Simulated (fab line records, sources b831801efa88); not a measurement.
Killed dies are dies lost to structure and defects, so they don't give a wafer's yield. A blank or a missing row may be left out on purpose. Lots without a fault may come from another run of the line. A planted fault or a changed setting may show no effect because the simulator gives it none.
A struck lot beside a sound one | flow sfq_line | 15 steps out of a route of 325
Sound: wafers L277.4, L277.5, L277.6. Struck: wafer L290.2. (L290.1, L290.4 of the same lot were not struck and are left out.) The cause comes at the end.
At each step with rows: each side's tool, then ch and its chambers, then its first start. Under that, the readings that differ: sound wafers | struck wafers | difference of the means | sigmas: that difference in standard deviations of wafers without a fault.
alike: readings whose means differ by less than 2 such deviations, and words and numbers that are the same on both sides. not compared: withheld readings, readings that some wafer has no value for, bounds like >300 that may hide the same value, and numbers for which the record gives no deviation and whose values overlap.
The two part at a step that has a row with sigmas, a row that says differs or no value, or rows on one side only. Numbers that don't overlap but have no deviation are shown without sigmas and don't part them. A reading that every wafer of one side lacks parts them only if that side has two wafers or more.

first, 1 step without rows for these wafers: SFQ_TRILAYER_M3_STRIP_SOLV_CLEAN_080 (cleans in NMP, time 600 s).
SFQ_TRILAYER_I3_DEP_PECVD_081: deposits SiO2 from SiH4/N2O, time 111.11 s, target thk 500 nm.
  sound on pecvd-02 ch 0,1,2, day 39 04:26; struck on pecvd-03 ch 1, day 48 04:43
  alike: heater_power_w, throttle_valve_pct
SFQ_TRILAYER_I3_CMP_CMP_082: polishes SiO2.
  sound on cmp-02 ch 0,3, day 39 04:28; struck on cmp-01 ch 2, day 48 08:59
  reading             | sound         | struck | difference | sigmas
  motor_current_A (A) | 12.2 9.6 11.8 | 7.8    | -3.4       | -3
  alike: head_pressure_psi, slurry_flow_ml_min, time_to_endpoint_s
SFQ_I3_BOW_MEAS_922:
  sound on film_metro-03, day 39 07:32; struck on film_metro-04, day 48 11:59
  alike: I3_BOW
SFQ_TRILAYER_I3_METRO_MEASURE_083:
  sound on film_metro-03, day 39 08:11; struck on film_metro-04, day 48 12:07
  alike: thk_nm
then, 6 steps without rows for these wafers: SFQ_TRILAYER_I3_VIA_LITHO_COAT_090 (resist thk 62 nm); SFQ_TRILAYER_I3_VIA_LITHO_COAT_085 (resist thk 650 nm); SFQ_TRILAYER_I3_VIA_LITHO_SOFTBAKE_089; SFQ_TRILAYER_I3_VIA_LITHO_EXPOSE_086 (exposes mask I3, target cd 500 nm); SFQ_TRILAYER_I3_VIA_LITHO_PEB_088 (peb time 60 s); SFQ_TRILAYER_I3_VIA_LITHO_DEVELOP_087 (time 60 s).
SFQ_I3_OVL_MEAS_923:
  sound on overlay-01, day 40 01:02; struck on overlay-02, day 49 08:25
  alike: I3_OVL
SFQ_TRILAYER_I3_VIA_BARC_OPEN_VIA_ETCH_121: etches BARC in O2, target depth 125 nm, time 41.7 s.
  sound on rie_diel-02 ch 1,2, day 40 01:04; struck on rie_diel-04 ch 1, day 49 08:27
  reading                                                 | sound             | struck | difference | sigmas
  bias_w (W)                                              | 80.49 79.54 80.09 | 62.73  | -17.31     | -72
  oes_product_au (a.u.)                                   | 0.684 0.685 0.693 | 0.677  | -0.010     | -2
  model.KrF_of_TRILAYER_I3_VIA_LITHO_COAT_085.thk_nm (nm) | 568.7 570.9 571.2 | 574.2  | +3.9       |
  alike: drypump_motor_current_A
  not compared: rf_hours_counter_h
SFQ_TRILAYER_I3_VIA_ETCH_VIA_ETCH_088: etches SiO2 in CHF3, stops on Nb, target depth 260 nm.
  sound on rie_diel-02 ch 1,2, day 40 01:06; struck on rie_diel-04 ch 1, day 49 08:29
  reading                                                 | sound             | struck | difference | sigmas
  bias_w (W)                                              | 79.81 79.96 80.06 | 80.67  | +0.73      | +3
  model.KrF_of_TRILAYER_I3_VIA_LITHO_COAT_085.thk_nm (nm) | 524 526.4 527     | 529.8  | +4.0       |
  alike: drypump_motor_current_A, oes_product_au
SFQ_TRILAYER_I3_VIA_STRIP_STRIP_089: strips in O2.
  sound on rie_metal-03 ch 0,1, day 40 01:25; struck on rie_metal-03 ch 0, day 49 08:36
  reading                | sound | struck | difference                   | sigmas
  rf_hours_counter_h (h) | - - - | 94     | no value on the sound wafers |
  alike: drypump_motor_current_A, oes_product_au

WHERE THEY PART
First at SFQ_TRILAYER_I3_CMP_CMP_082; last, within this record, at SFQ_TRILAYER_I3_VIA_STRIP_STRIP_089.

WHY: what the simulator had put in
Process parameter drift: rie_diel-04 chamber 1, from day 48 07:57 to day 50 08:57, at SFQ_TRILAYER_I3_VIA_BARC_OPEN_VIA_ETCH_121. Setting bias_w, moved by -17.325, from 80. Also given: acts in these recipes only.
